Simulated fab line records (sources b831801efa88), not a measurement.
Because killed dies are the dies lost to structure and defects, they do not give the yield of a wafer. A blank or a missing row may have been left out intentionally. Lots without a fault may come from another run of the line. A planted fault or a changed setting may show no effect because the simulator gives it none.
fab line records :: flow sky130
record:
  lots: 13
  wafers: 39
  lastDay: 51
route steps=708 shown CONTACT@426 METAL1@451 VIA2@528 METAL3@532 PAD_OPEN@708
lots with no fault: from the same line, run without faults
startH: the number of hours between the record's first day and the start of the first shown wafer of the lot :: waitH: hours from the lot's prior step to this one :: " identical to the entry in the row above :: L1.1+2: one row covering several wafers at once :: - either no value or no given start :: * or withheld: withheld :: < > ~ a bound
route shown NAME@n: NAME is a module with steps in the file, n the number in the route of the first one :: usual: mean/standard deviation taken from wafers without a fault :: same: alike in all rows :: chamber/n: place in a boat :: sites: each site's reading :: _std_site: the values' standard deviation :: _edge_site: the outer-site mean with the inner-site mean subtracted :: radiusMm: for every site, how far away it sits from the centre of the wafer :: mask NAME#n: copy n :: behind: tool/chamber where the wafer was last shaped :: hold: why the lot went on hold/how many hours it stayed there/how the hold came to an end :: device: the n, p or np transistor that did not switch :: end of line: the same wafers' tests at the end of the route :: step lacking rows: just its recipe :: killed: not the wafer's yield, but the dies lost to structure and defects at the first sort :: map: a wafer's dies, x killed, . not, _ none there
set.NAME: setting as actually run; set.NAME@STEP: the setting as run at that earlier step :: model.NAME: the simulator's own value behind a step, which no gauge read
a sample of lots followed through the steps of the route, with each step as a table and each wafer as a row
services: when a tool's chamber went out of use (startH, in hours from the record's first day, below 0 if earlier), for how many hours, and the reason
== steps ==
step: SKY_CONTACT_STRIP_20
recipe:
  chemistry: postEtchResidueRemover
  timeS: 1200
  tempC: 72.5
usual:
  bathGuardTempC: 72.9/0.64
  bathHeatDutyPct: 14.5/1.3
lot.wafer: L628.1
tool: wetBench-02
chamber: 1
startH: 752.83
waitH: 0.1
bathGuardTempC: 73.9
bathHeatDutyPct: 13.3

lot.wafer: L628.2
tool: wetBench-02
chamber: 1
startH: 752.83
waitH: 0.1
bathGuardTempC: 73.6
bathHeatDutyPct: 13.6

lot.wafer: L628.6
tool: wetBench-02
chamber: 1
startH: 752.83
waitH: 0.1
bathGuardTempC: 73.6
bathHeatDutyPct: 13.3

lot.wafer: L629.1
tool: wetBench-01
chamber: 3
startH: 761.48
waitH: 0.1
bathGuardTempC: 72.6
bathHeatDutyPct: 15.7

lot.wafer: L629.3
tool: wetBench-01
chamber: 3
startH: 761.48
waitH: 0.1
bathGuardTempC: 72.5
bathHeatDutyPct: 14.5

lot.wafer: L629.6
tool: wetBench-01
chamber: 3
startH: 761.48
waitH: 0.1
bathGuardTempC: 72.4
bathHeatDutyPct: 14.5

lot.wafer: L631.3
tool: wetBench-03
chamber: 0
startH: 775.10
waitH: 0.0
bathGuardTempC: 72.6
bathHeatDutyPct: 14.7

lot.wafer: L631.5
tool: wetBench-03
chamber: 0
startH: 775.10
waitH: 0.0
bathGuardTempC: 72.7
bathHeatDutyPct: 13.4

lot.wafer: L631.6
tool: wetBench-03
chamber: 0
startH: 775.10
waitH: 0.0
bathGuardTempC: 72.9
bathHeatDutyPct: 14.7

lot.wafer: L632.1
tool: wetBench-03
chamber: 3
startH: 794.53
waitH: 0.1
bathGuardTempC: 73.0
bathHeatDutyPct: 14.6

lot.wafer: L632.2
tool: wetBench-03
chamber: 3
startH: 794.53
waitH: 0.1
bathGuardTempC: 73.6
bathHeatDutyPct: 14.8

lot.wafer: L632.6
tool: wetBench-03
chamber: 3
startH: 794.53
waitH: 0.1
bathGuardTempC: 73.2
bathHeatDutyPct: 15.1

lot.wafer: L633.1
tool: wetBench-03
chamber: 1
startH: 800.48
waitH: 0.1
bathGuardTempC: 71.9
bathHeatDutyPct: 12.7

lot.wafer: L633.4
tool: wetBench-03
chamber: 1
startH: 800.48
waitH: 0.1
bathGuardTempC: 71.8
bathHeatDutyPct: 13.1

lot.wafer: L633.6
tool: wetBench-03
chamber: 1
startH: 800.48
waitH: 0.1
bathGuardTempC: 71.6
bathHeatDutyPct: 14.5

lot.wafer: L635.1
tool: wetBench-02
chamber: 2
startH: 810.45
waitH: 0.1
bathGuardTempC: 72.0
bathHeatDutyPct: 18.8

lot.wafer: L635.4
tool: wetBench-02
chamber: 2
startH: 810.45
waitH: 0.1
bathGuardTempC: 72.1
bathHeatDutyPct: 17.9

lot.wafer: L635.5
tool: wetBench-02
chamber: 2
startH: 810.45
waitH: 0.1
bathGuardTempC: 72.1
bathHeatDutyPct: 18.2

lot.wafer: L637.1
tool: wetBench-03
chamber: 2
startH: 828.10
waitH: 0.1
bathGuardTempC: 72.4
bathHeatDutyPct: 15.9

lot.wafer: L637.3
tool: wetBench-03
chamber: 2
startH: 828.10
waitH: 0.1
bathGuardTempC: 72.8
bathHeatDutyPct: 15.9

lot.wafer: L637.5
tool: wetBench-03
chamber: 2
startH: 828.10
waitH: 0.1
bathGuardTempC: 72.8
bathHeatDutyPct: 16.1

lot.wafer: L640.4
tool: wetBench-02
chamber: 3
startH: 850.45
waitH: 0.0
bathGuardTempC: 73.2
bathHeatDutyPct: 14.7

lot.wafer: L640.5
tool: wetBench-02
chamber: 3
startH: 850.45
waitH: 0.0
bathGuardTempC: 73.2
bathHeatDutyPct: 12.8

lot.wafer: L640.6
tool: wetBench-02
chamber: 3
startH: 850.45
waitH: 0.0
bathGuardTempC: 73.1
bathHeatDutyPct: 12.2

lot.wafer: L642.1
tool: wetBench-02
chamber: 1
startH: 856.13
waitH: 0.1
bathGuardTempC: 73.4
bathHeatDutyPct: 14.5

lot.wafer: L642.2
tool: wetBench-02
chamber: 1
startH: 856.13
waitH: 0.1
bathGuardTempC: 73.7
bathHeatDutyPct: 14.9

lot.wafer: L642.3
tool: wetBench-02
chamber: 1
startH: 856.13
waitH: 0.1
bathGuardTempC: 73.7
bathHeatDutyPct: 13.8

lot.wafer: L641.2
tool: wetBench-01
chamber: 0
startH: 857.28
waitH: 0.1
bathGuardTempC: 72.6
bathHeatDutyPct: 14.4

lot.wafer: L641.5
tool: wetBench-01
chamber: 0
startH: 857.28
waitH: 0.1
bathGuardTempC: 72.4
bathHeatDutyPct: 13.5

lot.wafer: L641.6
tool: wetBench-01
chamber: 0
startH: 857.28
waitH: 0.1
bathGuardTempC: 72.5
bathHeatDutyPct: 13.0

lot.wafer: L648.2
tool: wetBench-03
chamber: 0
startH: 893.88
waitH: 0.1
bathGuardTempC: -
bathHeatDutyPct: -

lot.wafer: L648.3
tool: wetBench-03
chamber: 0
startH: 893.88
waitH: 0.1
bathGuardTempC: -
bathHeatDutyPct: -

lot.wafer: L648.6
tool: wetBench-03
chamber: 0
startH: 893.88
waitH: 0.1
bathGuardTempC: -
bathHeatDutyPct: -

lot.wafer: L649.3
tool: wetBench-02
chamber: 1
startH: 899.68
waitH: 0.0
bathGuardTempC: -
bathHeatDutyPct: -

lot.wafer: L649.4
tool: wetBench-02
chamber: 1
startH: 899.68
waitH: 0.0
bathGuardTempC: -
bathHeatDutyPct: -

lot.wafer: L649.5
tool: wetBench-02
chamber: 1
startH: 899.68
waitH: 0.0
bathGuardTempC: -
bathHeatDutyPct: -

lot.wafer: L651.4
tool: wetBench-01
chamber: 3
startH: 918.26
waitH: 0.0
bathGuardTempC: 72.8
bathHeatDutyPct: 15.2

lot.wafer: L651.5
tool: wetBench-01
chamber: 3
startH: 918.26
waitH: 0.0
bathGuardTempC: 72.6
bathHeatDutyPct: 13.6

lot.wafer: L651.6
tool: wetBench-01
chamber: 3
startH: 918.26
waitH: 0.0
bathGuardTempC: 72.8
bathHeatDutyPct: 14.6
step: SKY_METAL1_DESCUM_17
recipe:
  chemistry: O2
  sourcePowerW: 150
  biasPowerW: 0
  pressureMtorr: 10
  tempC: 40
  timeS: 8
usual:
  drypumpMotorCurrentA: 5.9/0.53
  oesProductAu: 1.002/0.011
lot.wafer: L628.1
tool: rieMetal-01
chamber: 1
startH: 781.29
waitH: 0.0
drypumpMotorCurrentA: 4.9
oesProductAu: 1.001
rfHoursCounterH: 0

lot.wafer: L628.2
tool: rieMetal-01
chamber: 0
startH: 781.29
waitH: 0.0
drypumpMotorCurrentA: 6.4
oesProductAu: 1.013
rfHoursCounterH: 9

lot.wafer: L628.6
tool: rieMetal-01
chamber: 1
startH: 781.29
waitH: 0.0
drypumpMotorCurrentA: 4.8
oesProductAu: 0.997
rfHoursCounterH: -

lot.wafer: L629.1
tool: rieMetal-02
chamber: 0
startH: 790.14
waitH: 0.0
drypumpMotorCurrentA: 5.9
oesProductAu: 1.005
rfHoursCounterH: 6

lot.wafer: L629.3
tool: rieMetal-02
chamber: 0
startH: 790.14
waitH: 0.0
drypumpMotorCurrentA: 5.9
oesProductAu: 0.993
rfHoursCounterH: -

lot.wafer: L629.6
tool: rieMetal-02
chamber: 0
startH: 790.14
waitH: 0.0
drypumpMotorCurrentA: 5.9
oesProductAu: 1.001
rfHoursCounterH: -

lot.wafer: L631.3
tool: rieMetal-03
chamber: 1
startH: 803.90
waitH: 0.0
drypumpMotorCurrentA: 5.8
oesProductAu: 1.006
rfHoursCounterH: -

lot.wafer: L631.5
tool: rieMetal-03
chamber: 1
startH: 803.90
waitH: 0.0
drypumpMotorCurrentA: 5.8
oesProductAu: 1.000
rfHoursCounterH: -

lot.wafer: L631.6
tool: rieMetal-03
chamber: 0
startH: 803.90
waitH: 0.0
drypumpMotorCurrentA: 6.1
oesProductAu: 0.970
rfHoursCounterH: -

lot.wafer: L632.1
tool: rieMetal-02
chamber: 1
startH: 823.19
waitH: 0.0
drypumpMotorCurrentA: 6.3
oesProductAu: 1.006
rfHoursCounterH: 10

lot.wafer: L632.2
tool: rieMetal-02
chamber: 0
startH: 823.19
waitH: 0.0
drypumpMotorCurrentA: 5.8
oesProductAu: 1.003
rfHoursCounterH: 8

lot.wafer: L632.6
tool: rieMetal-02
chamber: 1
startH: 823.19
waitH: 0.0
drypumpMotorCurrentA: 6.3
oesProductAu: 1.007
rfHoursCounterH: -

lot.wafer: L633.1
tool: rieMetal-01
chamber: 0
startH: 828.94
waitH: 0.0
drypumpMotorCurrentA: 6.4
oesProductAu: 1.022
rfHoursCounterH: 11

lot.wafer: L633.4
tool: rieMetal-01
chamber: 0
startH: 828.94
waitH: 0.0
drypumpMotorCurrentA: 6.4
oesProductAu: 1.017
rfHoursCounterH: -

lot.wafer: L633.6
tool: rieMetal-01
chamber: 0
startH: 828.94
waitH: 0.0
drypumpMotorCurrentA: 6.4
oesProductAu: 1.019
rfHoursCounterH: -

lot.wafer: L635.1
tool: rieMetal-03
chamber: 1
startH: 838.95
waitH: 0.0
drypumpMotorCurrentA: 5.8
oesProductAu: 0.995
rfHoursCounterH: 2

lot.wafer: L635.4
tool: rieMetal-03
chamber: 0
startH: 838.95
waitH: 0.0
drypumpMotorCurrentA: 6.2
oesProductAu: 0.984
rfHoursCounterH: -

lot.wafer: L635.5
tool: rieMetal-03
chamber: 1
startH: 838.95
waitH: 0.0
drypumpMotorCurrentA: 5.9
oesProductAu: 0.991
rfHoursCounterH: -

lot.wafer: L637.1
tool: rieMetal-01
chamber: 0
startH: 856.85
waitH: 0.0
drypumpMotorCurrentA: 6.4
oesProductAu: 1.022
rfHoursCounterH: 12

lot.wafer: L637.3
tool: rieMetal-01
chamber: 0
startH: 856.85
waitH: 0.0
drypumpMotorCurrentA: 6.4
oesProductAu: 1.014
rfHoursCounterH: -

lot.wafer: L637.5
tool: rieMetal-01
chamber: 1
startH: 856.85
waitH: 0.0
drypumpMotorCurrentA: 4.8
oesProductAu: 0.998
rfHoursCounterH: -

lot.wafer: L640.4
tool: rieMetal-01
chamber: 0
startH: 878.86
waitH: 0.0
drypumpMotorCurrentA: 6.4
oesProductAu: 1.003
rfHoursCounterH: -

lot.wafer: L640.5
tool: rieMetal-01
chamber: 1
startH: 878.86
waitH: 0.0
drypumpMotorCurrentA: 4.8
oesProductAu: 1.002
rfHoursCounterH: -

lot.wafer: L640.6
tool: rieMetal-01
chamber: 0
startH: 878.86
waitH: 0.0
drypumpMotorCurrentA: 6.4
oesProductAu: 1.005
rfHoursCounterH: -

lot.wafer: L642.1
tool: rieMetal-03
chamber: 1
startH: 884.69
waitH: 0.0
drypumpMotorCurrentA: 5.8
oesProductAu: 1.001
rfHoursCounterH: 3

lot.wafer: L642.2
tool: rieMetal-03
chamber: 0
startH: 884.69
waitH: 0.0
drypumpMotorCurrentA: 6.2
oesProductAu: 0.990
rfHoursCounterH: 10

lot.wafer: L642.3
tool: rieMetal-03
chamber: 0
startH: 884.69
waitH: 0.0
drypumpMotorCurrentA: 6.1
oesProductAu: 0.992
rfHoursCounterH: -

lot.wafer: L641.2
tool: rieMetal-01
chamber: 0
startH: 886.60
waitH: 0.0
drypumpMotorCurrentA: 6.3
oesProductAu: 1.012
rfHoursCounterH: 14

lot.wafer: L641.5
tool: rieMetal-01
chamber: 0
startH: 886.60
waitH: 0.0
drypumpMotorCurrentA: 6.4
oesProductAu: 1.016
rfHoursCounterH: -

lot.wafer: L641.6
tool: rieMetal-01
chamber: 1
startH: 886.60
waitH: 0.0
drypumpMotorCurrentA: 4.9
oesProductAu: 1.002
rfHoursCounterH: -

lot.wafer: L648.2
tool: rieMetal-03
chamber: 0
startH: 921.24
waitH: 0.0
drypumpMotorCurrentA: 6.1
oesProductAu: 0.986
rfHoursCounterH: 11

lot.wafer: L648.3
tool: rieMetal-03
chamber: 1
startH: 921.24
waitH: 0.0
drypumpMotorCurrentA: 5.8
oesProductAu: 1.004
rfHoursCounterH: -

lot.wafer: L648.6
tool: rieMetal-03
chamber: 1
startH: 921.24
waitH: 0.0
drypumpMotorCurrentA: 5.8
oesProductAu: 1.007
rfHoursCounterH: -

lot.wafer: L649.3
tool: rieMetal-01
chamber: 0
startH: 927.71
waitH: 0.0
drypumpMotorCurrentA: 6.4
oesProductAu: 1.016
rfHoursCounterH: -

lot.wafer: L649.4
tool: rieMetal-01
chamber: 1
startH: 927.71
waitH: 0.0
drypumpMotorCurrentA: 4.8
oesProductAu: 1.001
rfHoursCounterH: -

lot.wafer: L649.5
tool: rieMetal-01
chamber: 0
startH: 927.71
waitH: 0.0
drypumpMotorCurrentA: 6.4
oesProductAu: 1.015
rfHoursCounterH: -

lot.wafer: L651.4
tool: rieMetal-03
chamber: 0
startH: 945.36
waitH: 0.0
drypumpMotorCurrentA: 6.2
oesProductAu: 0.993
rfHoursCounterH: -

lot.wafer: L651.5
tool: rieMetal-03
chamber: 0
startH: 945.36
waitH: 0.0
drypumpMotorCurrentA: 6.1
oesProductAu: 0.983
rfHoursCounterH: -

lot.wafer: L651.6
tool: rieMetal-03
chamber: 1
startH: 945.36
waitH: 0.0
drypumpMotorCurrentA: 5.8
oesProductAu: 1.010
rfHoursCounterH: -
step: SKY_VIA2_CVD_21
recipe:
  material: W
  targetThkNm: 420
  timeS: 126.4
  tempC: 400
  pressureTorr: 40
usual:
  heaterPowerW: 817/98
lot.wafer: L628.1
tool: cvdW-02
chamber: 1
startH: 867.18
waitH: 0.0
heaterPowerW: 901

lot.wafer: L628.2
tool: cvdW-02
chamber: 0
startH: 867.18
waitH: 0.0
heaterPowerW: 820

lot.wafer: L628.6
tool: cvdW-02
chamber: 0
startH: 867.18
waitH: 0.0
heaterPowerW: 804

lot.wafer: L629.1
tool: cvdW-01
chamber: 0
startH: 880.06
waitH: 0.0
heaterPowerW: 946

lot.wafer: L629.3
tool: cvdW-01
chamber: 0
startH: 880.06
waitH: 0.0
heaterPowerW: 942

lot.wafer: L629.6
tool: cvdW-01
chamber: 1
startH: 880.06
waitH: 0.0
heaterPowerW: 668

lot.wafer: L631.3
tool: cvdW-01
chamber: 0
startH: 890.23
waitH: 0.1
heaterPowerW: 958

lot.wafer: L631.5
tool: cvdW-01
chamber: 1
startH: 890.23
waitH: 0.1
heaterPowerW: 680

lot.wafer: L631.6
tool: cvdW-01
chamber: 0
startH: 890.23
waitH: 0.1
heaterPowerW: 933

lot.wafer: L632.1
tool: cvdW-01
chamber: 1
startH: 910.65
waitH: 0.0
heaterPowerW: 683

lot.wafer: L632.2
tool: cvdW-01
chamber: 0
startH: 910.65
waitH: 0.0
heaterPowerW: 929

lot.wafer: L632.6
tool: cvdW-01
chamber: 1
startH: 910.65
waitH: 0.0
heaterPowerW: 702

lot.wafer: L633.1
tool: cvdW-01
chamber: 0
startH: 915.10
waitH: 0.0
heaterPowerW: 926

lot.wafer: L633.4
tool: cvdW-01
chamber: 0
startH: 915.10
waitH: 0.0
heaterPowerW: 951

lot.wafer: L633.6
tool: cvdW-01
chamber: 1
startH: 915.10
waitH: 0.0
heaterPowerW: 699

lot.wafer: L635.1
tool: cvdW-02
chamber: 0
startH: 924.23
waitH: 0.0
heaterPowerW: 785

lot.wafer: L635.4
tool: cvdW-02
chamber: 0
startH: 924.23
waitH: 0.0
heaterPowerW: 767

lot.wafer: L635.5
tool: cvdW-02
chamber: 0
startH: 924.23
waitH: 0.0
heaterPowerW: 791

lot.wafer: L637.1
tool: cvdW-02
chamber: 0
startH: 941.26
waitH: 0.0
heaterPowerW: 787

lot.wafer: L637.3
tool: cvdW-02
chamber: 0
startH: 941.26
waitH: 0.0
heaterPowerW: 767

lot.wafer: L637.5
tool: cvdW-02
chamber: 1
startH: 941.26
waitH: 0.0
heaterPowerW: 840

lot.wafer: L640.4
tool: cvdW-02
chamber: 1
startH: 960.35
waitH: 0.1
heaterPowerW: 852

lot.wafer: L640.5
tool: cvdW-02
chamber: 1
startH: 960.35
waitH: 0.1
heaterPowerW: 864

lot.wafer: L640.6
tool: cvdW-02
chamber: 0
startH: 960.35
waitH: 0.1
heaterPowerW: 759

lot.wafer: L642.1
tool: cvdW-01
chamber: 1
startH: 967.88
waitH: 0.0
heaterPowerW: 699

lot.wafer: L642.2
tool: cvdW-01
chamber: 0
startH: 967.88
waitH: 0.0
heaterPowerW: 941

lot.wafer: L642.3
tool: cvdW-01
chamber: 1
startH: 967.88
waitH: 0.0
heaterPowerW: 698

lot.wafer: L641.2
tool: cvdW-01
chamber: 0
startH: 969.90
waitH: 0.0
heaterPowerW: 973

lot.wafer: L641.5
tool: cvdW-01
chamber: 0
startH: 969.90
waitH: 0.0
heaterPowerW: 928

lot.wafer: L641.6
tool: cvdW-01
chamber: 1
startH: 969.90
waitH: 0.0
heaterPowerW: 677

lot.wafer: L648.2
tool: cvdW-01
chamber: 1
startH: 1000.53
waitH: 0.0
heaterPowerW: 670

lot.wafer: L648.3
tool: cvdW-01
chamber: 0
startH: 1000.53
waitH: 0.0
heaterPowerW: 958

lot.wafer: L648.6
tool: cvdW-01
chamber: 0
startH: 1000.53
waitH: 0.0
heaterPowerW: 944

lot.wafer: L649.3
tool: cvdW-01
chamber: 1
startH: 1007.34
waitH: 0.1
heaterPowerW: 689

lot.wafer: L649.4
tool: cvdW-01
chamber: 0
startH: 1007.34
waitH: 0.1
heaterPowerW: 980

lot.wafer: L649.5
tool: cvdW-01
chamber: 1
startH: 1007.34
waitH: 0.1
heaterPowerW: 700

lot.wafer: L651.4
tool: cvdW-02
chamber: 0
startH: 1025.27
waitH: 0.0
heaterPowerW: 798

lot.wafer: L651.5
tool: cvdW-02
chamber: 1
startH: 1025.27
waitH: 0.0
heaterPowerW: 845

lot.wafer: L651.6
tool: cvdW-02
chamber: 0
startH: 1025.27
waitH: 0.0
heaterPowerW: 781
step: SKY_METAL3_SPUTTER_00
recipe:
  material: Ti
  targetThkNm: 15
  powerW: 3000
  timeS: 10
  chamberPressurePa: 0.4
usual:
  throttleValvePct: 29.9/1.4
lot.wafer: L628.1
tool: pvdSputter-01
chamber: -
startH: 867.79
waitH: 0.1
throttleValvePct: 30.3

lot.wafer: L628.2
tool: pvdSputter-01
chamber: -
startH: 867.79
waitH: 0.1
throttleValvePct: 30.1

lot.wafer: L628.6
tool: pvdSputter-01
chamber: -
startH: 867.79
waitH: 0.1
throttleValvePct: 30.2

lot.wafer: L629.1
tool: pvdSputter-01
chamber: -
startH: 880.67
waitH: 0.2
throttleValvePct: 30.1

lot.wafer: L629.3
tool: pvdSputter-01
chamber: -
startH: 880.67
waitH: 0.2
throttleValvePct: 27.7

lot.wafer: L629.6
tool: pvdSputter-01
chamber: -
startH: 880.67
waitH: 0.2
throttleValvePct: 28.6

lot.wafer: L631.3
tool: pvdSputter-01
chamber: -
startH: 890.79
waitH: 0.2
throttleValvePct: 28.5

lot.wafer: L631.5
tool: pvdSputter-01
chamber: -
startH: 890.79
waitH: 0.2
throttleValvePct: 30.5

lot.wafer: L631.6
tool: pvdSputter-01
chamber: -
startH: 890.79
waitH: 0.2
throttleValvePct: 28.4

lot.wafer: L632.1
tool: pvdSputter-01
chamber: -
startH: 911.26
waitH: 0.2
throttleValvePct: 30.0

lot.wafer: L632.2
tool: pvdSputter-01
chamber: -
startH: 911.26
waitH: 0.2
throttleValvePct: 27.9

lot.wafer: L632.6
tool: pvdSputter-01
chamber: -
startH: 911.26
waitH: 0.2
throttleValvePct: 27.6

lot.wafer: L633.1
tool: pvdSputter-01
chamber: -
startH: 916.30
waitH: 0.1
throttleValvePct: 28.5

lot.wafer: L633.4
tool: pvdSputter-01
chamber: -
startH: 916.30
waitH: 0.1
throttleValvePct: 30.0

lot.wafer: L633.6
tool: pvdSputter-01
chamber: -
startH: 916.30
waitH: 0.1
throttleValvePct: 30.2

lot.wafer: L635.1
tool: pvdSputter-01
chamber: -
startH: 924.97
waitH: 0.1
throttleValvePct: 30.1

lot.wafer: L635.4
tool: pvdSputter-01
chamber: -
startH: 924.97
waitH: 0.1
throttleValvePct: 28.2

lot.wafer: L635.5
tool: pvdSputter-01
chamber: -
startH: 924.97
waitH: 0.1
throttleValvePct: 28.4

lot.wafer: L637.1
tool: pvdSputter-04
chamber: -
startH: 941.87
waitH: 0.2
throttleValvePct: 32.5

lot.wafer: L637.3
tool: pvdSputter-04
chamber: -
startH: 941.87
waitH: 0.2
throttleValvePct: 30.6

lot.wafer: L637.5
tool: pvdSputter-04
chamber: -
startH: 941.87
waitH: 0.2
throttleValvePct: 31.5

lot.wafer: L640.4
tool: pvdSputter-01
chamber: -
startH: 960.91
waitH: 0.1
throttleValvePct: 30.1

lot.wafer: L640.5
tool: pvdSputter-01
chamber: -
startH: 960.91
waitH: 0.1
throttleValvePct: 29.9

lot.wafer: L640.6
tool: pvdSputter-01
chamber: -
startH: 960.91
waitH: 0.1
throttleValvePct: 28.2

lot.wafer: L642.1
tool: pvdSputter-01
chamber: -
startH: 968.49
waitH: 0.1
throttleValvePct: 27.8

lot.wafer: L642.2
tool: pvdSputter-01
chamber: -
startH: 968.49
waitH: 0.1
throttleValvePct: 28.2

lot.wafer: L642.3
tool: pvdSputter-01
chamber: -
startH: 968.49
waitH: 0.1
throttleValvePct: 30.0

lot.wafer: L641.2
tool: pvdSputter-04
chamber: -
startH: 970.51
waitH: 0.1
throttleValvePct: 29.6

lot.wafer: L641.5
tool: pvdSputter-04
chamber: -
startH: 970.51
waitH: 0.1
throttleValvePct: 32.5

lot.wafer: L641.6
tool: pvdSputter-04
chamber: -
startH: 970.51
waitH: 0.1
throttleValvePct: 31.3

lot.wafer: L648.2
tool: pvdSputter-01
chamber: -
startH: 1001.37
waitH: 0.1
throttleValvePct: 30.2

lot.wafer: L648.3
tool: pvdSputter-01
chamber: -
startH: 1001.37
waitH: 0.1
throttleValvePct: 27.7

lot.wafer: L648.6
tool: pvdSputter-01
chamber: -
startH: 1001.37
waitH: 0.1
throttleValvePct: 28.6

lot.wafer: L649.3
tool: pvdSputter-02
chamber: -
startH: 1007.90
waitH: 0.1
throttleValvePct: 29.8

lot.wafer: L649.4
tool: pvdSputter-02
chamber: -
startH: 1007.90
waitH: 0.1
throttleValvePct: 29.7

lot.wafer: L649.5
tool: pvdSputter-02
chamber: -
startH: 1007.90
waitH: 0.1
throttleValvePct: 30.1

lot.wafer: L651.4
tool: pvdSputter-04
chamber: -
startH: 1026.07
waitH: 0.2
throttleValvePct: 32.3

lot.wafer: L651.5
tool: pvdSputter-04
chamber: -
startH: 1026.07
waitH: 0.2
throttleValvePct: 29.7

lot.wafer: L651.6
tool: pvdSputter-04
chamber: -
startH: 1026.07
waitH: 0.2
throttleValvePct: 30.2
step: SKY_PAD_OPEN_PROBE_99
usual:
  killed_at_M0_to_M3: 42/6.7
  killed_at_M4_up: 3.0/1.9
  killedAtContacts: 24/5.3
  killedAtFrontEnd: 16/4.3
  killedAtOther: 0.4/0.71
  killedDies: 85/9.6
  killedOpen: 46/6.5
  killedShort: 39/6.7
same:
  grossDies: 492
  killedAtBackSide: 0
lot.wafer: L629.1
tool: prober-01
chamber: -
startH: 1106.04
waitH: 0.1
killed_at_M0_to_M3: 40
killed_at_M4_up: 5
killedAtContacts: 25
killedAtFrontEnd: 11
killedAtOther: 1
killedDies: 82
killedOpen: 44
killedShort: 38

lot.wafer: L629.3
tool: prober-01
chamber: -
startH: 1106.14
waitH: 0.2
killed_at_M0_to_M3: 43
killed_at_M4_up: 4
killedAtContacts: 31
killedAtFrontEnd: 15
killedAtOther: 0
killedDies: 93
killedOpen: 52
killedShort: 41

lot.wafer: L629.6
tool: prober-01
chamber: -
startH: 1106.29
waitH: 0.2
killed_at_M0_to_M3: 41
killed_at_M4_up: 5
killedAtContacts: 28
killedAtFrontEnd: 18
killedAtOther: 1
killedDies: 93
killedOpen: 39
killedShort: 54

lot.wafer: L648.3
tool: prober-02
chamber: -
startH: 1198.10
waitH: 0.2
killed_at_M0_to_M3: 32
killed_at_M4_up: 2
killedAtContacts: 24
killedAtFrontEnd: 26
killedAtOther: 0
killedDies: 84
killedOpen: 50
killedShort: 33

lot.wafer: L649.5
tool: prober-01
chamber: -
startH: 1202.46
waitH: 0.2
killed_at_M0_to_M3: 36
killed_at_M4_up: 5
killedAtContacts: 25
killedAtFrontEnd: 12
killedAtOther: 0
killedDies: 78
killedOpen: 40
killedShort: 38
killed by level:class
L629.1 LI_CONTACT:geometricParticle:open=8 VIA2:geometricParticle:open=8 VIA1:geometricParticle:open=7 VIA3:geometricParticle:open=6 CONTACT:geometricParticle:open=6 VIA1:geometricParticle:short=5 POLY_GATE:geometricParticle:open=5 METAL2:geometricParticle:short=5
L629.3 CONTACT:geometricParticle:open=12 VIA1:geometricParticle:open=11 LI_CONTACT:geometricParticle:open=10 VIA2:geometricParticle:open=7 VIA1:geometricParticle:short=6 FIELD_ISO:geometricParticle:short=5 CONTACT:geometricParticle:short=5 VIA3:geometricParticle:open=5
L629.6 VIA1:geometricParticle:open=10 CONTACT:geometricParticle:open=7 LOCAL_INTERCONNECT:geometricParticle:short=6 FIELD_ISO:geometricParticle:open=5 CONTACT:geometricParticle:short=5 LI_CONTACT:geometricParticle:open=5 VIA1:geometricParticle:short=5 METAL1:geometricParticle:short=5
L648.3 VIA1:geometricParticle:open=13 POLY_GATE:geometricParticle:open=11 CONTACT:geometricParticle:open=8 CONTACT:geometricParticle:short=7 LI_CONTACT:geometricParticle:open=6 VIA2:geometricParticle:open=5 FIELD_ISO:geometricParticle:short=4 POLY_GATE:geometricParticle:short=4
L649.5 VIA1:geometricParticle:open=12 CONTACT:geometricParticle:open=8 LI_CONTACT:geometricParticle:short=7 METAL1:geometricParticle:short=5 CONTACT:geometricParticle:short=4 VIA2:geometricParticle:short=4 FIELD_ISO:geometricParticle:open=3 VIA2:geometricParticle:open=3
== services ==
tool: rieMetal-03
chamber: 1
startH: 730.15
hours: 9.5
kind: repair

tool: rieMetal-03
chamber: 1
startH: 745.92
hours: 4.4
kind: repair

tool: wetBench-03
chamber: -
startH: 754.07
hours: 3.5
kind: repair

tool: pvdSputter-01
chamber: -
startH: 767.14
hours: 3.9
kind: repair

tool: rieMetal-01
chamber: -
startH: 770.47
hours: 4.7
kind: repair

tool: pvdSputter-01
chamber: -
startH: 778.36
hours: 2.2
kind: repair

tool: pvdSputter-01
chamber: -
startH: 786.03
hours: 4.2
kind: repair

tool: wetBench-02
chamber: -
startH: 804.47
hours: 1.6
kind: repair

tool: cvdW-02
chamber: -
startH: 816.58
hours: 3.8
kind: pm

tool: cvdW-01
chamber: -
startH: 823.92
hours: 6.9
kind: pm

tool: cvdW-02
chamber: 0
startH: 824.18
hours: 11.1
kind: repair

tool: rieMetal-03
chamber: 1
startH: 846.53
hours: 11.9
kind: repair

tool: cvdW-01
chamber: -
startH: 856.87
hours: 0.8
kind: repair

tool: wetBench-03
chamber: -
startH: 873.27
hours: 1.8
kind: repair

tool: pvdSputter-01
chamber: -
startH: 884.99
hours: 2.0
kind: repair

tool: cvdW-02
chamber: -
startH: 888.10
hours: 2.8
kind: pm

tool: cvdW-01
chamber: -
startH: 894.86
hours: 2.2
kind: repair

tool: cvdW-02
chamber: -
startH: 904.00
hours: 14.0
kind: pm

tool: wetBench-03
chamber: -
startH: 908.27
hours: 1.6
kind: repair

tool: rieMetal-01
chamber: 0
startH: 956.21
hours: 134.6
kind: repair

tool: pvdSputter-01
chamber: -
startH: 964.91
hours: 0.7
kind: repair

tool: cvdW-01
chamber: 0
startH: 981.61
hours: 4.1
kind: repair

tool: cvdW-01
chamber: 1
startH: 986.44
hours: 8.9
kind: repair

tool: pvdSputter-01
chamber: -
startH: 994.16
hours: 3.2
kind: repair
== key ==
firstSign:
  step: SKY_CONTACT_STRIP_20
  reading: toolRecord
  direction: missing
effect none on later readings
metAt SKY_CONTACT_STRIP_20
struckLots L648,L649
testerLeftOut L648,L649
notActingAt SKY_METAL1_DESCUM_17,SKY_VIA2_CVD_21,SKY_METAL3_SPUTTER_00
onsetBetween 856.13 893.88
fault:
  kind: skippedStepWhole
  tool: wetBench-02,wetBench-03
  chamber: -
  onsetH: 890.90
  steps: SKY_CONTACT_STRIP_20
  scope: struckLotsOnly
testerLeftOut: of these lots the tester's yield and bins aren't shown, on N5 and GAA mostly nor the transistor test; their killed dies are dies lost to structure and defects alone, not to doping, threshold or leakage, so they don't give the yield
